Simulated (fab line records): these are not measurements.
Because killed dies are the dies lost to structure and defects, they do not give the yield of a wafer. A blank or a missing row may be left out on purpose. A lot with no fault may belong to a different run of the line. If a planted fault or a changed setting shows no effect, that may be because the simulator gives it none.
Which of the tools did it? + flow sky130 + 12 lots with 36 wafers sampled at 5 steps, on a route of 708 steps

== WHAT THE GAUGES SHOWED, per wafer ==
SKY_NWELL_RS_MEAS_29: uses a four-point probe to measure. Usual: NWELL_RS gives 623.2 ohm/sq (standard deviation 1.7).
| lot  | measured     | on            | NWELL_RS (ohm/sq) | flag |
|------|--------------|---------------|-------------------|------|
| L124 | day 5 13:53  | film_metro-02 | 624.8 622.8 625.4 |      |
| L126 | day 6 04:44  | film_metro-01 | 621.2 621.6 619.2 |      |
| L128 | day 6 16:19  | film_metro-03 | 624.3 626.3 624.9 |      |
| L132 | day 7 14:37  | film_metro-03 | 623.7 621.0 621.7 |      |
| L133 | day 7 21:19  | film_metro-03 | 622.0 622.0 621.3 |      |
| L134 | day 8 03:19  | film_metro-01 | 621.7 619.4 620.4 |      |
| L135 | day 8 08:46  | film_metro-01 | 622.3 624.4 624.4 |      |
| L136 | day 8 15:02  | film_metro-02 | 623.8 624.7 623.3 |      |
| L143 | day 10 09:31 | film_metro-03 | 623.1 621.9 622.7 |      |
| L145 | day 11 03:28 | film_metro-03 | 624.6 624.2 624.8 |      |
| L146 | day 11 04:23 | film_metro-03 | 622.7 621.4 621.9 |      |
| L147 | day 11 10:34 | film_metro-01 | 623.5 623.6 624.5 |      |

SKY_VT_ADJUST_HVTP_CD_MEAS_07: target cd 380 nm. Usual: 379.7 nm for cd_nm, sd 2.5.
| lot  | measured     | on        | cd_nm (nm)        | flag |
|------|--------------|-----------|-------------------|------|
| L124 | day 6 10:01  | cd_sem-02 | 382.3 382.2 380.4 |      |
| L126 | day 7 00:55  | cd_sem-02 | 376.1 377.8 377.8 |      |
| L128 | day 7 13:25  | cd_sem-01 | 381.4 381.6 380.1 |      |
| L132 | day 8 13:14  | cd_sem-02 | 381.2 383.6 381.9 |      |
| L133 | day 8 19:14  | cd_sem-01 | 378.1 379.7 377.9 |      |
| L134 | day 9 01:47  | cd_sem-02 | 378.3 379.7 378.8 |      |
| L135 | day 9 07:22  | cd_sem-02 | 382.6 383.7 382.2 |      |
| L136 | day 9 13:49  | cd_sem-01 | 378.0 379.0 379.7 |      |
| L143 | day 11 09:16 | cd_sem-02 | 379.4 378.7 380.5 |      |
| L145 | day 12 03:34 | cd_sem-01 | 379.2 376.5 377.7 |      |
| L146 | day 12 04:08 | cd_sem-01 | 375.8 378.8 376.0 |      |
| L147 | day 12 10:38 | cd_sem-01 | 377.8 377.1 378.5 |      |

SKY_VT_ADJUST_PCH_TW_MEAS_10. Usual: VT_ADJUST_PCH_TW gives 143.7 (standard deviation 1.8).
| lot  | measured     | on            | VT_ADJUST_PCH_TW  | flag |
|------|--------------|---------------|-------------------|------|
| L124 | day 11 01:45 | film_metro-02 | 146.2 146.5 147.4 |      |
| L126 | day 11 19:45 | film_metro-02 | 146.3 146.3 146.2 |      |
| L128 | day 12 09:49 | film_metro-04 | 143.2 142.8 143.3 |      |
| L132 | day 13 12:16 | film_metro-04 | 143.7 143.6 143.8 |      |
| L133 | day 13 21:36 | film_metro-01 | 141.8 142.0 141.8 |      |
| L134 | day 14 03:11 | film_metro-02 | 171.9 171.0 170.0 | OFF  |
| L135 | day 14 10:50 | film_metro-04 | 167.2 167.2 168.0 | OFF  |
| L136 | day 14 16:56 | film_metro-02 | 170.4 171.5 171.2 | OFF  |
| L143 | day 17 02:15 | film_metro-02 | 144.8 145.4 144.5 |      |
| L145 | day 17 20:42 | film_metro-01 | 141.1 141.5 141.4 |      |
| L146 | day 17 22:14 | film_metro-02 | 144.7 144.8 144.6 |      |
| L147 | day 18 10:37 | film_metro-02 | 144.8 144.9 145.4 |      |

== EACH LOT AND THE TOOL THAT RAN IT (in order: tool; ch and the chambers of the sampled wafers; start) ==
| lot  | SKY_VT_ADJUST_HVTR_STRIP_10          | SKY_VT_ADJUST_PCH_IMPLANT_08    |
|------|--------------------------------------|---------------------------------|
| L124 | plasma_asher-04 ch 0,1, day 10 01:54 | implanter-01 ch 0, day 11 01:31 |
| L126 | plasma_asher-04 ch 0,1, day 10 19:43 | implanter-02 ch 0, day 11 19:30 |
| L128 | plasma_asher-02 ch 0,1, day 11 09:34 | implanter-02 ch 0, day 12 09:37 |
| L132 | plasma_asher-02 ch 0,1, day 12 10:51 | implanter-02 ch 0, day 13 12:02 |
| L133 | plasma_asher-02 ch 0,1, day 12 19:24 | implanter-03 ch 0, day 13 21:21 |
| L134 | plasma_asher-02 ch 0,1, day 13 00:58 | implanter-02 ch 0, day 14 02:56 |
| L135 | plasma_asher-04 ch 0,1, day 13 08:13 | implanter-02 ch 0, day 14 10:35 |
| L136 | plasma_asher-02 ch 0,1, day 13 13:55 | implanter-02 ch 0, day 14 16:41 |
| L143 | plasma_asher-02 ch 0,1, day 15 22:13 | implanter-01 ch 0, day 17 02:00 |
| L145 | plasma_asher-01 ch 1, day 16 14:54   | implanter-03 ch 0, day 17 20:27 |
| L146 | plasma_asher-01 ch 0,1, day 16 16:52 | implanter-03 ch 0, day 17 22:00 |
| L147 | plasma_asher-04 ch 0,1, day 17 04:22 | implanter-02 ch 0, day 18 10:23 |
- SKY_VT_ADJUST_HVTR_STRIP_10: strips in O2/N2.
- SKY_VT_ADJUST_PCH_IMPLANT_08

== WHAT THE TOOLS THEMSELVES READ (means of the sampled wafers that have a number; where no wafer has one, the mark that the record gives instead) ==
SKY_VT_ADJUST_HVTR_STRIP_10. Usual: drypump_motor_current_A 5.81 A, standard deviation 0.16; n2_flow_sccm 300.0 sccm, standard deviation 0.92; oes_product_au 0.716 a.u., standard deviation 0.0044; strip_time_to_endpoint_s 14.17 s, standard deviation 0.036.
| lot  | tool            | drypump_motor_current_A (A) | n2_flow_sccm (sccm) | oes_product_au (a.u.) | strip_time_to_endpoint_s (s) | flag |
|------|-----------------|-----------------------------|---------------------|-----------------------|------------------------------|------|
| L124 | plasma_asher-04 | 5.94                        | 299.4               | 0.716                 | 14.16                        |      |
| L126 | plasma_asher-04 | 5.86                        | 300.5               | 0.719                 | 14.15                        |      |
| L128 | plasma_asher-02 | 5.89                        | 299.4               | 0.715                 | 14.16                        |      |
| L132 | plasma_asher-02 | 5.90                        | 299.4               | 0.715                 | 14.11                        |      |
| L133 | plasma_asher-02 | 5.89                        | 300.2               | 0.715                 | 14.15                        |      |
| L134 | plasma_asher-02 | 5.89                        | 301.2               | 0.717                 | 14.15                        |      |
| L135 | plasma_asher-04 | 5.85                        | 300.2               | 0.715                 | 14.20                        |      |
| L136 | plasma_asher-02 | 5.90                        | 301.3               | 0.719                 | 14.20                        |      |
| L143 | plasma_asher-02 | 5.89                        | 299.5               | 0.712                 | 14.22                        |      |
| L145 | plasma_asher-01 | 5.75                        | 300.9               | 0.712                 | 14.21                        |      |
| L146 | plasma_asher-01 | 5.66                        | 300.6               | 0.715                 | 14.14                        |      |
| L147 | plasma_asher-04 | 5.84                        | 300.5               | 0.716                 | 14.18                        |      |

SKY_VT_ADJUST_PCH_IMPLANT_08. Usual: dose_ions_cm2 5.001e+11, standard deviation 5.6e+08; faraday_current_uA 2.82, standard deviation 0.055.
| lot  | tool         | dose_ions_cm2 | faraday_current_uA | flag |
|------|--------------|---------------|--------------------|------|
| L124 | implanter-01 | 4.997e+11     | 2.81               |      |
| L126 | implanter-02 | 4.998e+11     | 2.82               |      |
| L128 | implanter-02 | 5.008e+11     | 2.81               |      |
| L132 | implanter-02 | 4.990e+11     | 2.86               |      |
| L133 | implanter-03 | 5.004e+11     | 2.80               |      |
| L134 | implanter-02 | 9.169e+11     | 5.21               | OFF  |
| L135 | implanter-02 | 9.166e+11     | 5.08               | OFF  |
| L136 | implanter-02 | 9.155e+11     | 5.20               | OFF  |
| L143 | implanter-01 | 5.002e+11     | 2.77               |      |
| L145 | implanter-03 | 5.002e+11     | 2.81               |      |
| L146 | implanter-03 | 5.001e+11     | 2.80               |      |
| L147 | implanter-02 | 5.000e+11     | 2.77               |      |

== THE ANSWER, worked out from the rows above alone ==
Rule: take the mean of a lot's wafers that have a number; if it is more than 3 standard deviations from the usual mean, the lot is off. Also off: a lot with no number at a reading for which 4 or more lots have one. The other lots that the step has rows for count as sound. The gauges are gone through in route order, then the tools' own readings, and for those a lot's mean is taken as printed above. The first step at which some lot is off is used, and at that step the reading that is off furthest; a lot without a number counts as furthest.
Off: L134, L135, L136, at SKY_VT_ADJUST_PCH_TW_MEAS_10 (VT_ADJUST_PCH_TW).
If a tool, at a process step before that reading, ran all the lots that are off and no sound lot after the first of them, it fits. The gauges at SKY_VT_ADJUST_PCH_TW_MEAS_10 aren't tried: what is off there is off at SKY_VT_ADJUST_PCH_IMPLANT_08 too, on other tools, and a gauge's error can't cause that. Not one of the candidates tried fits.

== WHAT WAS PUT IN BY THE SIMULATOR ==
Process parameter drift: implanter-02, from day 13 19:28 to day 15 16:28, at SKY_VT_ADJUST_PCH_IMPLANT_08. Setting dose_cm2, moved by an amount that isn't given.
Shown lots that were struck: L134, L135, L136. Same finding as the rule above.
